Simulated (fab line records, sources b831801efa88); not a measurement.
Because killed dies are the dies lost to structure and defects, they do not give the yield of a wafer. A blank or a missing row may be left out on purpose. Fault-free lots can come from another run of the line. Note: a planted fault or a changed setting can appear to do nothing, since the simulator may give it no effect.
fab line records / flow gf180mcu
record: lots: 6 wafers: 17 lastDay: 34
route steps=602 shown V4@493 MIM@503
lots that met no fault: taken from a fault-free run of the same line
startH: the number of hours between the record's first day and the start of the first shown wafer of the lot / waitH: hours from the lot's prior step to this one / " the same as in the row above / L1.1+2: a row that stands for several wafers / - no value, or no start was given / * or withheld: withheld / < > ~ a bound
route shown NAME@n: NAME is a module with steps in the file, n the number in the route of the first one / usual: the fault-free wafers' mean and standard deviation / same: alike in all rows / chamber/n: place in a boat / sites: per-site readings / _std_site: how widely they spread, as a standard deviation / _edge_site: mean of outer sites minus mean of inner sites / radiusMm: for every site, how far away it sits from the centre of the wafer / mask NAME#n: copy n / behind: tool/chamber where the wafer was last shaped / hold: why the lot was held/for how many hours/how that ended / device: which transistor (n, p or np) failed to switch / end of line: the route-end tests of the same wafers / a step with no rows: only its recipe / killed: dies lost to structure and defects at the first sort, not the wafer's yield / map: shows each die of a wafer: x if killed, . if not, _ if none is there
set.NAME: the setting that was run; set.NAME@STEP: the one run at that earlier step / model.NAME: the simulator's own value behind a step, which no gauge read
lots at selected steps of the route; one table per step, one row per wafer
services: the hour from which a tool's chamber was out of use, counted from the record's first day as startH (under 0 if before that day), plus the number of hours and why
== steps ==
step: GF_V4_ETCH_17
recipe: chemistry: C4F8/O2/Ar maskMaterial: KrF target: SiO2 stopOn: TiN sourceW: 1500 biasW: 1200 pressureMtorr: 40 c4f8FlowSccm: withheld O2_flow_sccm: 6 Ar_flow_sccm: 300 timeS: withheld targetDepthA: 6300
usual: oesProductAu: 0.856/0.0045 rfFwdPowerW: 1492/4.5
lot.wafer=L509.4 tool=rieDiel-02 chamber=2 startH=- waitH=- oesProductAu=0.856 rfFwdPowerW=1487
lot.wafer=L509.5 tool=rieDiel-02 chamber=3 startH=- waitH=- oesProductAu=0.859 rfFwdPowerW=1485
lot.wafer=L509.6 tool=rieDiel-02 chamber=0 startH=- waitH=- oesProductAu=0.856 rfFwdPowerW=1500
lot.wafer=L519.1 tool=rieDiel-01 chamber=2 startH=- waitH=- oesProductAu=0.858 rfFwdPowerW=1491
lot.wafer=L519.2 tool=rieDiel-01 chamber=1 startH=- waitH=- oesProductAu=0.849 rfFwdPowerW=1490
lot.wafer=L519.3 tool=rieDiel-01 chamber=3 startH=- waitH=- oesProductAu=0.855 rfFwdPowerW=1496
lot.wafer=L520.1 tool=rieDiel-01 chamber=2 startH=- waitH=- oesProductAu=0.858 rfFwdPowerW=1486
lot.wafer=L520.3 tool=rieDiel-01 chamber=0 startH=- waitH=- oesProductAu=0.863 rfFwdPowerW=1486
lot.wafer=L526.2 tool=rieDiel-02 chamber=3 startH=- waitH=- oesProductAu=0.864 rfFwdPowerW=1487
lot.wafer=L526.3 tool=rieDiel-02 chamber=2 startH=- waitH=- oesProductAu=0.853 rfFwdPowerW=1499
lot.wafer=L526.5 tool=rieDiel-02 chamber=0 startH=- waitH=- oesProductAu=0.862 rfFwdPowerW=1488
lot.wafer=L527.1 tool=rieDiel-03 chamber=3 startH=- waitH=- oesProductAu=0.851 rfFwdPowerW=1496
lot.wafer=L527.4 tool=rieDiel-03 chamber=0 startH=- waitH=- oesProductAu=0.856 rfFwdPowerW=1490
lot.wafer=L527.6 tool=rieDiel-03 chamber=2 startH=- waitH=- oesProductAu=0.855 rfFwdPowerW=1491
lot.wafer=L528.2 tool=rieDiel-03 chamber=0 startH=- waitH=- oesProductAu=0.855 rfFwdPowerW=1498
lot.wafer=L528.4 tool=rieDiel-03 chamber=2 startH=- waitH=- oesProductAu=0.849 rfFwdPowerW=1489
lot.wafer=L528.6 tool=rieDiel-03 chamber=0 startH=- waitH=- oesProductAu=0.856 rfFwdPowerW=1492
step: GF_V4_STRIP_18
recipe: chemistry: O2/N2 powerW: 1400 pressureMtorr: 1500 platenTempC: 250 o2FlowSccm: 3000 n2FlowSccm: 300 overashFraction: 0.5
usual: drypumpMotorCurrentA: 5.8/0.49 heaterPowerW: 343/51 n2FlowSccm: 300.1/0.89 oesProductAu: 0.592/0.0046
lot.wafer=L509.4 tool=plasmaAsher-02 chamber=1 startH=582.00 waitH=- drypumpMotorCurrentA=6.6 heaterPowerW=392 n2FlowSccm=299.9 oesProductAu=0.595 rfHoursCounterH=-
lot.wafer=L509.5 tool=plasmaAsher-02 chamber=1 startH=582.00 waitH=- drypumpMotorCurrentA=6.6 heaterPowerW=394 n2FlowSccm=300.4 oesProductAu=0.602 rfHoursCounterH=-
lot.wafer=L509.6 tool=plasmaAsher-02 chamber=0 startH=582.00 waitH=- drypumpMotorCurrentA=6.0 heaterPowerW=353 n2FlowSccm=300.0 oesProductAu=0.597 rfHoursCounterH=-
lot.wafer=L519.1 tool=plasmaAsher-01 chamber=0 startH=663.86 waitH=- drypumpMotorCurrentA=4.9 heaterPowerW=291 n2FlowSccm=298.4 oesProductAu=0.594 rfHoursCounterH=53
lot.wafer=L519.2 tool=plasmaAsher-01 chamber=1 startH=663.86 waitH=- drypumpMotorCurrentA=5.8 heaterPowerW=423 n2FlowSccm=299.5 oesProductAu=0.594 rfHoursCounterH=53
lot.wafer=L519.3 tool=plasmaAsher-01 chamber=0 startH=663.86 waitH=- drypumpMotorCurrentA=4.9 heaterPowerW=296 n2FlowSccm=299.6 oesProductAu=0.589 rfHoursCounterH=-
lot.wafer=L520.1 tool=plasmaAsher-01 chamber=1 startH=671.36 waitH=- drypumpMotorCurrentA=5.8 heaterPowerW=420 n2FlowSccm=300.4 oesProductAu=0.595 rfHoursCounterH=54
lot.wafer=L520.3 tool=plasmaAsher-01 chamber=0 startH=671.36 waitH=- drypumpMotorCurrentA=4.9 heaterPowerW=281 n2FlowSccm=300.9 oesProductAu=0.595 rfHoursCounterH=-
lot.wafer=L526.2 tool=plasmaAsher-01 chamber=0 startH=707.67 waitH=- drypumpMotorCurrentA=4.9 heaterPowerW=290 n2FlowSccm=299.4 oesProductAu=0.592 rfHoursCounterH=58
lot.wafer=L526.3 tool=plasmaAsher-01 chamber=1 startH=707.67 waitH=- drypumpMotorCurrentA=5.8 heaterPowerW=424 n2FlowSccm=301.2 oesProductAu=0.601 rfHoursCounterH=-
lot.wafer=L526.5 tool=plasmaAsher-01 chamber=0 startH=707.67 waitH=- drypumpMotorCurrentA=4.9 heaterPowerW=281 n2FlowSccm=301.1 oesProductAu=0.598 rfHoursCounterH=-
lot.wafer=L527.1 tool=plasmaAsher-03 chamber=1 startH=713.17 waitH=- drypumpMotorCurrentA=6.0 heaterPowerW=285 n2FlowSccm=300.1 oesProductAu=0.596 rfHoursCounterH=31
lot.wafer=L527.4 tool=plasmaAsher-03 chamber=1 startH=713.17 waitH=- drypumpMotorCurrentA=6.0 heaterPowerW=288 n2FlowSccm=300.1 oesProductAu=0.595 rfHoursCounterH=-
lot.wafer=L527.6 tool=plasmaAsher-03 chamber=1 startH=713.17 waitH=- drypumpMotorCurrentA=6.0 heaterPowerW=288 n2FlowSccm=297.9 oesProductAu=0.589 rfHoursCounterH=-
lot.wafer=L528.2 tool=plasmaAsher-02 chamber=1 startH=718.87 waitH=- drypumpMotorCurrentA=6.6 heaterPowerW=400 n2FlowSccm=300.0 oesProductAu=0.593 rfHoursCounterH=112
lot.wafer=L528.4 tool=plasmaAsher-02 chamber=1 startH=718.87 waitH=- drypumpMotorCurrentA=6.6 heaterPowerW=385 n2FlowSccm=301.0 oesProductAu=0.592 rfHoursCounterH=-
lot.wafer=L528.6 tool=plasmaAsher-02 chamber=0 startH=718.87 waitH=- drypumpMotorCurrentA=6.0 heaterPowerW=359 n2FlowSccm=299.9 oesProductAu=0.590 rfHoursCounterH=-
step: GF_V4_STRIP_19
recipe: chemistry: postEtchResidueRemover timeS: 1200 tempC: 72.5
step: GF_V4_CLEAN_20
recipe: chemistry: DIW dry: n2Spin
step: GF_V4_SPUTTER_21
recipe: material: Ti targetThkNm: 15 chamberPressurePa: 5 powerW: 2500 substrateTempC: 200 timeS: 80.02
usual: throttleValvePct: 30.1/0.9
lot.wafer=L509.4 tool=pvdSputter-01 chamber=- startH=582.50 waitH=0.0 throttleValvePct=30.9
lot.wafer=L509.5 tool=pvdSputter-01 chamber=- startH=582.50 waitH=0.0 throttleValvePct=31.1
lot.wafer=L509.6 tool=pvdSputter-01 chamber=- startH=582.50 waitH=0.0 throttleValvePct=31.0
lot.wafer=L519.1 tool=pvdSputter-02 chamber=- startH=664.40 waitH=0.0 throttleValvePct=28.6
lot.wafer=L519.2 tool=pvdSputter-02 chamber=- startH=664.40 waitH=0.0 throttleValvePct=30.0
lot.wafer=L519.3 tool=pvdSputter-02 chamber=- startH=664.40 waitH=0.0 throttleValvePct=30.0
lot.wafer=L520.1 tool=pvdSputter-01 chamber=- startH=671.93 waitH=0.0 throttleValvePct=31.1
lot.wafer=L520.3 tool=pvdSputter-01 chamber=- startH=671.93 waitH=0.0 throttleValvePct=30.4
lot.wafer=L526.2 tool=pvdSputter-02 chamber=- startH=708.23 waitH=0.0 throttleValvePct=29.9
lot.wafer=L526.3 tool=pvdSputter-02 chamber=- startH=708.23 waitH=0.0 throttleValvePct=30.2
lot.wafer=L526.5 tool=pvdSputter-02 chamber=- startH=708.23 waitH=0.0 throttleValvePct=30.5
lot.wafer=L527.1 tool=pvdSputter-04 chamber=- startH=713.70 waitH=0.0 throttleValvePct=28.7
lot.wafer=L527.4 tool=pvdSputter-04 chamber=- startH=713.70 waitH=0.0 throttleValvePct=29.9
lot.wafer=L527.6 tool=pvdSputter-04 chamber=- startH=713.70 waitH=0.0 throttleValvePct=28.6
lot.wafer=L528.2 tool=pvdSputter-01 chamber=- startH=719.41 waitH=0.0 throttleValvePct=30.6
lot.wafer=L528.4 tool=pvdSputter-01 chamber=- startH=719.41 waitH=0.0 throttleValvePct=31.0
lot.wafer=L528.6 tool=pvdSputter-01 chamber=- startH=719.41 waitH=0.0 throttleValvePct=31.2
step: GF_V4_SPUTTER_22
recipe: material: TiN targetThkNm: 10 chamberPressurePa: 5 powerW: 4000 timeS: 40
usual: throttleValvePct: 30.2/0.9
lot.wafer=L509.4 tool=pvdSputter-01 chamber=- startH=582.57 waitH=0.0 throttleValvePct=31.0
lot.wafer=L509.5 tool=pvdSputter-01 chamber=- startH=582.57 waitH=0.0 throttleValvePct=31.2
lot.wafer=L509.6 tool=pvdSputter-01 chamber=- startH=582.57 waitH=0.0 throttleValvePct=30.8
lot.wafer=L519.1 tool=pvdSputter-02 chamber=- startH=664.46 waitH=0.0 throttleValvePct=28.4
lot.wafer=L519.2 tool=pvdSputter-02 chamber=- startH=664.46 waitH=0.0 throttleValvePct=29.9
lot.wafer=L519.3 tool=pvdSputter-02 chamber=- startH=664.46 waitH=0.0 throttleValvePct=30.2
lot.wafer=L520.1 tool=pvdSputter-01 chamber=- startH=671.99 waitH=0.0 throttleValvePct=30.9
lot.wafer=L520.3 tool=pvdSputter-01 chamber=- startH=671.99 waitH=0.0 throttleValvePct=30.7
lot.wafer=L526.2 tool=pvdSputter-02 chamber=- startH=708.30 waitH=0.0 throttleValvePct=30.0
lot.wafer=L526.3 tool=pvdSputter-02 chamber=- startH=708.30 waitH=0.0 throttleValvePct=30.1
lot.wafer=L526.5 tool=pvdSputter-02 chamber=- startH=708.30 waitH=0.0 throttleValvePct=30.0
lot.wafer=L527.1 tool=pvdSputter-04 chamber=- startH=713.76 waitH=0.0 throttleValvePct=29.2
lot.wafer=L527.4 tool=pvdSputter-04 chamber=- startH=713.76 waitH=0.0 throttleValvePct=29.9
lot.wafer=L527.6 tool=pvdSputter-04 chamber=- startH=713.76 waitH=0.0 throttleValvePct=28.7
lot.wafer=L528.2 tool=pvdSputter-01 chamber=- startH=719.47 waitH=0.0 throttleValvePct=30.4
lot.wafer=L528.4 tool=pvdSputter-01 chamber=- startH=719.47 waitH=0.0 throttleValvePct=31.2
lot.wafer=L528.6 tool=pvdSputter-01 chamber=- startH=719.47 waitH=0.0 throttleValvePct=31.3
step: GF_V4_CVD_23
recipe: material: W targetThkNm: 350 timeS: 104.9 tempC: 400 pressureTorr: 40
step: GF_V4_RS_MEAS_24
recipe: thkMeasGauge: four-point-probe reads: W_of_V4_CVD_23+TiN_of_V4_SPUTTER_22+Ti_of_V4_SPUTTER_21
usual: V4_W_RS: 0.327/0.0032
lot.wafer=L509.4 tool=filmMetro-03 chamber=- startH=582.78 waitH=0.1 V4_W_RS[ohm/sq]=0.328
lot.wafer=L509.5 tool=filmMetro-03 chamber=- startH=582.78 waitH=0.1 V4_W_RS[ohm/sq]=0.329
lot.wafer=L509.6 tool=filmMetro-03 chamber=- startH=582.78 waitH=0.1 V4_W_RS[ohm/sq]=0.329
lot.wafer=L519.1 tool=filmMetro-02 chamber=- startH=664.61 waitH=0.1 V4_W_RS[ohm/sq]=0.328
lot.wafer=L519.2 tool=filmMetro-02 chamber=- startH=664.61 waitH=0.1 V4_W_RS[ohm/sq]=0.327
lot.wafer=L519.3 tool=filmMetro-02 chamber=- startH=664.61 waitH=0.1 V4_W_RS[ohm/sq]=0.324
lot.wafer=L520.1 tool=filmMetro-01 chamber=- startH=672.15 waitH=0.1 V4_W_RS[ohm/sq]=0.331
lot.wafer=L520.3 tool=filmMetro-01 chamber=- startH=672.15 waitH=0.1 V4_W_RS[ohm/sq]=0.330
lot.wafer=L526.2 tool=filmMetro-01 chamber=- startH=708.47 waitH=0.1 V4_W_RS[ohm/sq]=0.325
lot.wafer=L526.3 tool=filmMetro-01 chamber=- startH=708.47 waitH=0.1 V4_W_RS[ohm/sq]=0.329
lot.wafer=L526.5 tool=filmMetro-01 chamber=- startH=708.47 waitH=0.1 V4_W_RS[ohm/sq]=0.330
lot.wafer=L527.1 tool=filmMetro-02 chamber=- startH=713.92 waitH=0.1 V4_W_RS[ohm/sq]=0.337
lot.wafer=L527.4 tool=filmMetro-02 chamber=- startH=713.92 waitH=0.1 V4_W_RS[ohm/sq]=0.333
lot.wafer=L527.6 tool=filmMetro-02 chamber=- startH=713.92 waitH=0.1 V4_W_RS[ohm/sq]=0.331
lot.wafer=L528.2 tool=filmMetro-01 chamber=- startH=719.64 waitH=0.1 V4_W_RS[ohm/sq]=0.330
lot.wafer=L528.4 tool=filmMetro-01 chamber=- startH=719.64 waitH=0.1 V4_W_RS[ohm/sq]=0.324
lot.wafer=L528.6 tool=filmMetro-01 chamber=- startH=719.64 waitH=0.1 V4_W_RS[ohm/sq]=0.329
step: GF_V4_THK_MEAS_25
recipe: thkMeasGauge: xrf reads: W_of_V4_CVD_23
usual: V4_W_THK: 358/4.2
lot.wafer=L509.4 tool=filmMetro-03 chamber=- startH=582.87 waitH=0.1 V4_W_THK[nm]=355
lot.wafer=L509.5 tool=filmMetro-03 chamber=- startH=582.87 waitH=0.1 V4_W_THK[nm]=356
lot.wafer=L509.6 tool=filmMetro-03 chamber=- startH=582.87 waitH=0.1 V4_W_THK[nm]=354
lot.wafer=L519.1 tool=filmMetro-02 chamber=- startH=664.73 waitH=0.1 V4_W_THK[nm]=351
lot.wafer=L519.2 tool=filmMetro-02 chamber=- startH=664.73 waitH=0.1 V4_W_THK[nm]=352
lot.wafer=L519.3 tool=filmMetro-02 chamber=- startH=664.73 waitH=0.1 V4_W_THK[nm]=355
lot.wafer=L520.1 tool=filmMetro-01 chamber=- startH=672.27 waitH=0.1 V4_W_THK[nm]=359
lot.wafer=L520.3 tool=filmMetro-01 chamber=- startH=672.27 waitH=0.1 V4_W_THK[nm]=359
lot.wafer=L526.2 tool=filmMetro-01 chamber=- startH=708.58 waitH=0.1 V4_W_THK[nm]=364
lot.wafer=L526.3 tool=filmMetro-01 chamber=- startH=708.58 waitH=0.1 V4_W_THK[nm]=357
lot.wafer=L526.5 tool=filmMetro-01 chamber=- startH=708.58 waitH=0.1 V4_W_THK[nm]=357
lot.wafer=L527.1 tool=filmMetro-02 chamber=- startH=714.04 waitH=0.1 V4_W_THK[nm]=348
lot.wafer=L527.4 tool=filmMetro-02 chamber=- startH=714.04 waitH=0.1 V4_W_THK[nm]=353
lot.wafer=L527.6 tool=filmMetro-02 chamber=- startH=714.04 waitH=0.1 V4_W_THK[nm]=354
lot.wafer=L528.2 tool=filmMetro-01 chamber=- startH=719.75 waitH=0.1 V4_W_THK[nm]=354
lot.wafer=L528.4 tool=filmMetro-01 chamber=- startH=719.75 waitH=0.1 V4_W_THK[nm]=362
lot.wafer=L528.6 tool=filmMetro-01 chamber=- startH=719.75 waitH=0.1 V4_W_THK[nm]=360
step: GF_V4_CMP_26
recipe: stopOn: SiO2 downForcePsi: 3.5 platenRpm: 60 tOverpolishS: 15 targetThkNm: 0 padVelocityMS: 0.94248
step: GF_MIM_SPUTTER_00
recipe: material: Ti targetThkNm: 37.5 arrivingIonEnergyEv: 80 substrateTempC: 200 chamberPressurePa: 2 powerW: 4000 timeS: 150
usual: throttleValvePct: 30.5/1.1
lot.wafer=L509.4 tool=pvdSputter-03 chamber=- startH=583.20 waitH=0.1 throttleValvePct=30.9
lot.wafer=L509.5 tool=pvdSputter-03 chamber=- startH=583.20 waitH=0.1 throttleValvePct=31.7
lot.wafer=L509.6 tool=pvdSputter-03 chamber=- startH=583.20 waitH=0.1 throttleValvePct=32.4
lot.wafer=L519.1 tool=pvdSputter-03 chamber=- startH=665.09 waitH=0.2 throttleValvePct=31.4
lot.wafer=L519.2 tool=pvdSputter-03 chamber=- startH=665.09 waitH=0.2 throttleValvePct=29.9
lot.wafer=L519.3 tool=pvdSputter-03 chamber=- startH=665.09 waitH=0.2 throttleValvePct=32.3
lot.wafer=L520.1 tool=pvdSputter-03 chamber=- startH=672.63 waitH=0.2 throttleValvePct=29.8
lot.wafer=L520.3 tool=pvdSputter-03 chamber=- startH=672.63 waitH=0.2 throttleValvePct=31.1
lot.wafer=L526.2 tool=pvdSputter-04 chamber=- startH=708.93 waitH=0.2 throttleValvePct=29.9
lot.wafer=L526.3 tool=pvdSputter-04 chamber=- startH=708.93 waitH=0.2 throttleValvePct=28.9
lot.wafer=L526.5 tool=pvdSputter-04 chamber=- startH=708.93 waitH=0.2 throttleValvePct=31.8
lot.wafer=L527.1 tool=pvdSputter-02 chamber=- startH=714.40 waitH=0.2 throttleValvePct=28.7
lot.wafer=L527.4 tool=pvdSputter-02 chamber=- startH=714.40 waitH=0.2 throttleValvePct=30.6
lot.wafer=L527.6 tool=pvdSputter-02 chamber=- startH=714.40 waitH=0.2 throttleValvePct=30.3
lot.wafer=L528.2 tool=pvdSputter-04 chamber=- startH=720.10 waitH=0.1 throttleValvePct=28.7
lot.wafer=L528.4 tool=pvdSputter-04 chamber=- startH=720.10 waitH=0.1 throttleValvePct=32.1
lot.wafer=L528.6 tool=pvdSputter-04 chamber=- startH=720.10 waitH=0.1 throttleValvePct=29.0
step: GF_MIM_SPUTTER_01
recipe: material: TiN targetThkNm: 30 powerW: 6500 timeS: 25 chamberPressurePa: 0.4
step: GF_MIM_SPUTTER_02
recipe: material: AlCu targetThkNm: 450 powerW: 10600 timeS: 23.9 chamberPressurePa: 0.4
usual: throttleValvePct: 30.5/1.1
lot.wafer=L509.4 tool=pvdSputter-03 chamber=- startH=583.33 waitH=0.0 throttleValvePct=30.8 model.AlCu_of_MIM_SPUTTER_02.thkNm=446.8
lot.wafer=L509.5 tool=pvdSputter-03 chamber=- startH=583.33 waitH=0.0 throttleValvePct=31.2 model.AlCu_of_MIM_SPUTTER_02.thkNm=451.2
lot.wafer=L509.6 tool=pvdSputter-03 chamber=- startH=583.33 waitH=0.0 throttleValvePct=32.4 model.AlCu_of_MIM_SPUTTER_02.thkNm=451.5
lot.wafer=L519.1 tool=pvdSputter-03 chamber=- startH=665.22 waitH=0.0 throttleValvePct=31.6 model.AlCu_of_MIM_SPUTTER_02.thkNm=850.6
lot.wafer=L519.2 tool=pvdSputter-03 chamber=- startH=665.22 waitH=0.0 throttleValvePct=29.9 model.AlCu_of_MIM_SPUTTER_02.thkNm=453.9
lot.wafer=L519.3 tool=pvdSputter-03 chamber=- startH=665.22 waitH=0.0 throttleValvePct=32.3 model.AlCu_of_MIM_SPUTTER_02.thkNm=850
lot.wafer=L520.1 tool=pvdSputter-03 chamber=- startH=672.76 waitH=0.0 throttleValvePct=29.9 model.AlCu_of_MIM_SPUTTER_02.thkNm=853.7
lot.wafer=L520.3 tool=pvdSputter-03 chamber=- startH=672.76 waitH=0.0 throttleValvePct=31.0 model.AlCu_of_MIM_SPUTTER_02.thkNm=850.9
lot.wafer=L526.2 tool=pvdSputter-04 chamber=- startH=709.06 waitH=0.0 throttleValvePct=30.1 model.AlCu_of_MIM_SPUTTER_02.thkNm=445.5
lot.wafer=L526.3 tool=pvdSputter-04 chamber=- startH=709.06 waitH=0.0 throttleValvePct=28.8 model.AlCu_of_MIM_SPUTTER_02.thkNm=450.5
lot.wafer=L526.5 tool=pvdSputter-04 chamber=- startH=709.06 waitH=0.0 throttleValvePct=31.9 model.AlCu_of_MIM_SPUTTER_02.thkNm=448.2
lot.wafer=L527.1 tool=pvdSputter-02 chamber=- startH=714.53 waitH=0.0 throttleValvePct=28.6 model.AlCu_of_MIM_SPUTTER_02.thkNm=449.8
lot.wafer=L527.4 tool=pvdSputter-02 chamber=- startH=714.53 waitH=0.0 throttleValvePct=30.5 model.AlCu_of_MIM_SPUTTER_02.thkNm=452.4
lot.wafer=L527.6 tool=pvdSputter-02 chamber=- startH=714.53 waitH=0.0 throttleValvePct=29.9 model.AlCu_of_MIM_SPUTTER_02.thkNm=452.3
lot.wafer=L528.2 tool=pvdSputter-04 chamber=- startH=720.23 waitH=0.0 throttleValvePct=28.6 model.AlCu_of_MIM_SPUTTER_02.thkNm=454
lot.wafer=L528.4 tool=pvdSputter-04 chamber=- startH=720.23 waitH=0.0 throttleValvePct=31.9 model.AlCu_of_MIM_SPUTTER_02.thkNm=456
lot.wafer=L528.6 tool=pvdSputter-04 chamber=- startH=720.23 waitH=0.0 throttleValvePct=29.0 model.AlCu_of_MIM_SPUTTER_02.thkNm=455.3
step: GF_MIM_SPUTTER_03
recipe: material: Ti targetThkNm: 10 substrateTempC: 300 chamberPressurePa: 0.3 powerW: 3000 timeS: 6.7
== services ==
tool=plasmaAsher-02 chamber=- startH=558.75 hours=13.8 kind=repair
tool=plasmaAsher-02 chamber=- startH=572.34 hours=3.2 kind=repair
tool=rieDiel-03 chamber=2 startH=580.27 hours=5.9 kind=repair
tool=plasmaAsher-01 chamber=- startH=595.13 hours=13.3 kind=repair
tool=rieDiel-03 chamber=1 startH=610.34 hours=3.2 kind=repair
tool=plasmaAsher-01 chamber=- startH=613.26 hours=8.5 kind=repair
tool=plasmaAsher-01 chamber=- startH=613.55 hours=7.4 kind=repair
tool=pvdSputter-03 chamber=- startH=614.24 hours=4.2 kind=repair
tool=pvdSputter-03 chamber=- startH=619.59 hours=3.2 kind=repair
tool=rieDiel-02 chamber=1 startH=634.60 hours=12.2 kind=repair
tool=pvdSputter-01 chamber=- startH=639.64 hours=1.7 kind=repair
tool=rieDiel-01 chamber=3 startH=640.70 hours=1.8 kind=repair
tool=plasmaAsher-03 chamber=- startH=645.63 hours=4.9 kind=pm
tool=plasmaAsher-02 chamber=- startH=648.95 hours=2.8 kind=pm
tool=plasmaAsher-03 chamber=- startH=657.76 hours=0.4 kind=repair
tool=pvdSputter-04 chamber=- startH=665.54 hours=1.8 kind=repair
tool=pvdSputter-02 chamber=- startH=677.19 hours=2.1 kind=repair
tool=rieDiel-01 chamber=2 startH=679.71 hours=2.0 kind=repair
tool=rieDiel-02 chamber=3 startH=685.85 hours=7.0 kind=repair
tool=rieDiel-03 chamber=3 startH=687.53 hours=3.2 kind=repair
tool=rieDiel-03 chamber=3 startH=694.20 hours=2.9 kind=repair
tool=plasmaAsher-01 chamber=- startH=705.21 hours=1.0 kind=repair
tool=pvdSputter-01 chamber=- startH=709.19 hours=0.5 kind=repair
tool=rieDiel-03 chamber=1 startH=718.40 hours=5.7 kind=repair
== key ==
firstSign none at tools or gauges
modelEffect: step: GF_MIM_SPUTTER_02 value: AlCu_of_MIM_SPUTTER_02.thkNm without: 451.9 struck: 851.3
metAt GF_MIM_SPUTTER_02
struckWafers L519.1,L519.3,L520.1,L520.3
laterRowsLeftOut L519.1,L519.3,L520.1,L520.3
sortLeftOut L519.1,L519.3,L520.1,L520.3
onsetBetween 583.33 665.22
fault: kind: processParameterDrift tool: pvdSputter-03 chamber: - onsetH: 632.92 steps: GF_MIM_SPUTTER_02 channel: targetThkNm offset: 399.44 shape: step endH: 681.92 scope: struckWafersOnly actsIn: theseRecipesOnly stated: 450
sortLeftOut: the simulated sort isn't trusted on such a fault, so these wafers' sort isn't shown, and their yield isn't known
laterRowsLeftOut: the simulator's readings of these wafers behind a module that went badly wrong aren't trusted and aren't shown, but for the sort
